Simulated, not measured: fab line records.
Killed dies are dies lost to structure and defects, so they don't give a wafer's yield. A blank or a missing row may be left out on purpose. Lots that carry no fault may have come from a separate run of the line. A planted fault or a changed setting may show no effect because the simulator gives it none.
A single fault, viewed from 2 desks + flow sky130 + each desk holds nothing but its own numbers, with what lay behind them at the end

THE METROLOGY DESK
Means of the sampled wafers that have a number, per lot and without regard to the tool the lot ran on: this is what the gauges read. Any lot whose mean is over 4 standard deviations away from the usual mean is out of limits and marked OUT; that distance is given in the brackets.
Columns: A = VT_ADJUST_HVTP_TW at SKY_VT_ADJUST_HVTP_TW_MEAS_11, usual 1358; B = VT_ADJUST_NCORE_TW at SKY_VT_ADJUST_NCORE_TW_MEAS_11, usual 219.4; C = SONOS_ONO_CVD_02_THK at SKY_SONOS_ONO_THK_MEAS_03, usual 10.57 nm; D = GATE_OXIDE_OXIDATION_00_THK at SKY_GATE_OXIDE_THK_MEAS_02, usual 10.31 nm
| lot  | first seen here | A    | B     | C                | D     |
|------|-----------------|------|-------|------------------|-------|
| L823 | day 6 16:36     | 1381 | 218.9 | 10.50            | 10.52 |
| L822 | day 6 19:59     | 1357 | 222.2 | 10.56            | 10.49 |
| L821 | day 6 20:57     | 1360 | 218.4 | 10.50            | 10.32 |
| L824 | day 6 21:34     | 1384 | 218.4 | 10.64            | 10.06 |
| L827 | day 7 14:13     | 1342 | 221.3 | 10.53            | 10.26 |
| L828 | day 7 23:52     | 1340 | 215.3 | 10.49            | 10.43 |
| L831 | day 8 16:17     | 1362 | 220.8 | 10.78            | 10.39 |
| L832 | day 9 00:52     | 1359 | 220.8 | 11.71 (+8.8) OUT | 10.36 |
| L833 | day 9 06:03     | 1359 | 216.6 | 11.17 (+4.6) OUT | 9.80  |
| L842 | day 11 18:20    | 1350 | 217.9 | 10.51            | 10.31 |
| L843 | day 12 03:34    | 1371 | 222.0 | 10.54            | 10.05 |
| L844 | day 12 11:20    | 1359 | 221.4 | 10.62            | 10.22 |
This desk's result: L832, L833 out of limits, first on L832 (SONOS_ONO_CVD_02_THK at SKY_SONOS_ONO_THK_MEAS_03), day 15 01:10. L823, L822, L821, L824, L827, L828, L831, L842, L843, L844 stayed within limits.

FOR THE TOOL OWNER'S DESK: lpcvd-02
The tool's own readings at SKY_SONOS_ONO_CVD_02 (deposits Si3N4 from DCS/NH3, target thk 10.5 nm, time 180 s): means of the sampled wafers that have a number, for each lot that ran on this tool. Any lot whose mean is over 4 standard deviations away from the usual mean is out of limits and marked OUT; that distance is given in the brackets.
Columns: A = spike tc bottom C at SKY_SONOS_ONO_CVD_02, usual 789.9 C; B = spike tc centre C at SKY_SONOS_ONO_CVD_02, usual 770.8 C; C = zone power centre pct at SKY_SONOS_ONO_CVD_02, usual 14.5 %; D = zone power lower pct at SKY_SONOS_ONO_CVD_02, usual 13.09 %; E = zone power upper pct at SKY_SONOS_ONO_CVD_02, usual 13.4 %
| lot  | first seen here | A     | B                | C               | D                | E    |
|------|-----------------|-------|------------------|-----------------|------------------|------|
| L823 | day 12 07:20    | 788.3 | 770.8            | 14.0            | 12.92            | 12.7 |
| L822 | day 12 10:29    | 787.7 | 771.2            | 14.1            | 12.87            | 12.9 |
| L821 | day 12 11:32    | 791.0 | 769.6            | 15.0            | 13.17            | 14.3 |
| L824 | day 12 14:38    | 789.3 | 771.7            | 14.0            | 12.96            | 12.7 |
| L827 | day 14 09:45    | 792.2 | 769.4            | 15.1            | 13.36            | 14.1 |
| L828 | day 14 09:45    | 792.1 | 769.2            | 15.1            | 13.40            | 14.1 |
| L831 | day 14 15:09    | 791.7 | 769.5            | 15.1            | 13.46            | 14.4 |
| L832 | day 15 00:07    | 789.1 | 783.9 (+9.3) OUT | 17.6 (+6.1) OUT | 11.29 (-7.2) OUT | 11.0 |
| L833 | day 15 07:29    | 789.2 | 783.6 (+9.1) OUT | 17.5 (+5.8) OUT | 11.30 (-7.2) OUT | 11.2 |
| L842 | day 18 17:16    | 787.6 | 773.2            | 14.0            | 12.86            | 12.8 |
| L843 | day 19 01:01    | 791.7 | 769.9            | 15.1            | 13.44            | 14.2 |
| L844 | day 19 06:25    | 787.5 | 772.4            | 14.1            | 12.95            | 12.8 |
This desk's finding: out of limits on L832, L833; first on L832, day 15 00:07 (spike tc centre C at SKY_SONOS_ONO_CVD_02). L823, L822, L821, L824, L827, L828, L831, L842, L843, L844 stayed within limits.

ALL TOGETHER
An alarm could have come from the tool owner's desk at day 15 00:07, on L832, L833.
Metrology desk: alarm possible at day 15 01:10 on L832, L833.
The lots listed all ran SKY_SONOS_ONO_CVD_02 on lpcvd-02.

WHAT THE SIMULATOR HAD PUT IN
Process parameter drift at SKY_SONOS_ONO_CVD_02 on lpcvd-02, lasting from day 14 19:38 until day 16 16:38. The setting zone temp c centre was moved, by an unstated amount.
Shown lots that were struck: L832, L833.
Time in hours from fault onset to the first out-of-limits reading at each desk: tool owner's desk 4, metrology desk 6.
